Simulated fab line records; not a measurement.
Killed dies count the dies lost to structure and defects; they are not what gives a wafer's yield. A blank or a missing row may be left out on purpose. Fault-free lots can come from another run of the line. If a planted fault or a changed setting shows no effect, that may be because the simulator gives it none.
A struck lot beside a sound one | flow sfq-line | 19 steps out of a route of 325
Sound: wafers L165.1, L165.4, L165.6. Struck: wafer L169.3 (L169.5, L169.6, from the same lot, were not struck and are left out); the cause is given at the end.
For every step that has rows: the tool of each side, followed by ch and its chambers, followed by its first start. Under that, the readings that differ: sound wafers | struck wafers | difference of the means | sigmas: that difference in standard deviations of wafers without a fault.
alike: words and numbers the same on both sides, and readings whose means are apart by under 2 such deviations; not compared: readings that were withheld, readings missing a value for some wafer, numbers with overlapping values and no deviation given by the record, and bounds like >300 which may hide the same value.
The two part at a step that has a row with sigmas, a row that says differs or no value, or rows on one side only. Non-overlapping numbers with no deviation appear without sigmas and do not part them. A reading that every wafer of one side lacks parts them only if that side has two wafers or more.

first, 4 steps without rows for these wafers: SFQ_TRILAYER_L0_LITHO_SOFTBAKE_009; SFQ_TRILAYER_L0_LITHO_EXPOSE_006 (exposes mask L0, target cd 2000 nm); SFQ_TRILAYER_L0_LITHO_PEB_008 (peb time 60 s); SFQ_TRILAYER_L0_LITHO_DEVELOP_007 (time 60 s).
SFQ_TRILAYER_L0_BARC_OPEN_METAL_ETCH_010: etches BARC in O2, target depth 125 nm, time 41.7 s.
  sound on rie-metal-02 ch 0,1, day 5 05:30; struck on rie-metal-01 ch 0, day 6 04:19
  alike: drypump-motor-current-A, oes-product-au, rf-fwd-power-W
  not compared: rf-hours-counter-h
SFQ_TRILAYER_L0_ETCH_METAL_ETCH_008: etches MoNx KI in SF6/O2, stops on SiO2, target depth 50 nm, time 25 s.
  sound on rie-metal-02 ch 0,1, day 5 05:34; struck on rie-metal-01 ch 0, day 6 04:22
  reading               | sound             | struck | difference | sigmas
  oes-product-au (a.u.) | 0.868 0.873 0.869 | 0.882  | +0.012     | +2
  alike: drypump-motor-current-A, rf-fwd-power-W
  not compared: rf-hours-counter-h
SFQ_TRILAYER_L0_STRIP_STRIP_009: strips in O2.
  sound on rie-metal-02 ch 0,1, day 5 05:36; struck on rie-metal-01 ch 0, day 6 04:36
  alike: drypump-motor-current-A, oes-product-au
  not compared: rf-hours-counter-h
then, 1 step without rows for these wafers: SFQ_TRILAYER_L0_STRIP_SOLV_CLEAN_010 (cleans in NMP, time 600 s).
SFQ_TRILAYER_L0_CAP_PECVD_011: deposits SiO2 from SiH4/N2O, time 13.333 s, target thk 60 nm.
  sound on pecvd-03 ch 1,2, day 5 06:23; struck on pecvd-01 ch 0, day 6 05:11
  alike: heater-power-w, rf-fwd-power-W, throttle-valve-pct
then, 3 steps without rows for these wafers: SFQ_TRILAYER_L0_VIA_LITHO_COAT_018 (resist thk 62 nm); SFQ_TRILAYER_L0_VIA_LITHO_COAT_013 (resist thk 650 nm); SFQ_TRILAYER_L0_VIA_LITHO_SOFTBAKE_017.
-- the record jumps here: 4 days lie between the struck wafers' starts before and after --
SFQ_TRILAYER_L0_VIA_LITHO_EXPOSE_014: exposes mask L0V, target cd 700 nm.
  sound on krf-scanner-01 ch 0, day 8 21:02; struck on krf-scanner-01 ch 0, day 10 03:26
  alike: mask
then, 2 steps without rows for these wafers: SFQ_TRILAYER_L0_VIA_LITHO_PEB_016 (peb time 60 s); SFQ_TRILAYER_L0_VIA_LITHO_DEVELOP_015 (time 60 s).
SFQ_L0V_OVL_MEAS_903:
  struck on overlay-02, day 10 04:32; sound on overlay-01, day 8 22:32
  alike: L0V_OVL
SFQ_TRILAYER_L0_VIA_BARC_OPEN_VIA_ETCH_021: etches BARC in O2, target depth 125 nm, time 41.7 s.
  sound on rie-diel-02 ch 1,2,3, day 8 22:34; struck on rie-diel-01 ch 1, day 10 04:34
  reading              | sound           | struck | difference | sigmas
  model.L0V.cd-nm (nm) | 701.6 700.8 702 | 738.4  | +36.9      |
  alike: drypump-motor-current-A, oes-product-au, rf-fwd-power-W
  not compared: rf-hours-counter-h
SFQ_TRILAYER_L0_VIA_ETCH_VIA_ETCH_016: etches SiO2 in CHF3, stops on MoNx KI, target depth 80 nm.
  sound on rie-diel-02 ch 1,2,3, day 8 22:36; struck on rie-diel-01 ch 1, day 10 04:36
  reading              | sound         | struck | difference | sigmas
  model.L0V.cd-nm (nm) | 700.7 701 702 | 739    | +38        |
  alike: drypump-motor-current-A, oes-product-au, rf-fwd-power-W
SFQ_TRILAYER_L0_VIA_STRIP_STRIP_017: strips in O2.
  sound on rie-metal-01 ch 0,1, day 8 22:39; struck on rie-metal-02 ch 0, day 10 04:51
  alike: drypump-motor-current-A, oes-product-au
  not compared: rf-hours-counter-h

== WHERE THEY PART ==
Within this record, at SFQ_TRILAYER_L0_ETCH_METAL_ETCH_008 only. Later steps at which nothing parts them and some readings are alike: SFQ_TRILAYER_L0_STRIP_STRIP_009, SFQ_TRILAYER_L0_CAP_PECVD_011, SFQ_TRILAYER_L0_VIA_LITHO_EXPOSE_014, SFQ_L0V_OVL_MEAS_903, SFQ_TRILAYER_L0_VIA_BARC_OPEN_VIA_ETCH_021, SFQ_TRILAYER_L0_VIA_ETCH_VIA_ETCH_016, SFQ_TRILAYER_L0_VIA_STRIP_STRIP_017.

WHY: what the simulator had put in
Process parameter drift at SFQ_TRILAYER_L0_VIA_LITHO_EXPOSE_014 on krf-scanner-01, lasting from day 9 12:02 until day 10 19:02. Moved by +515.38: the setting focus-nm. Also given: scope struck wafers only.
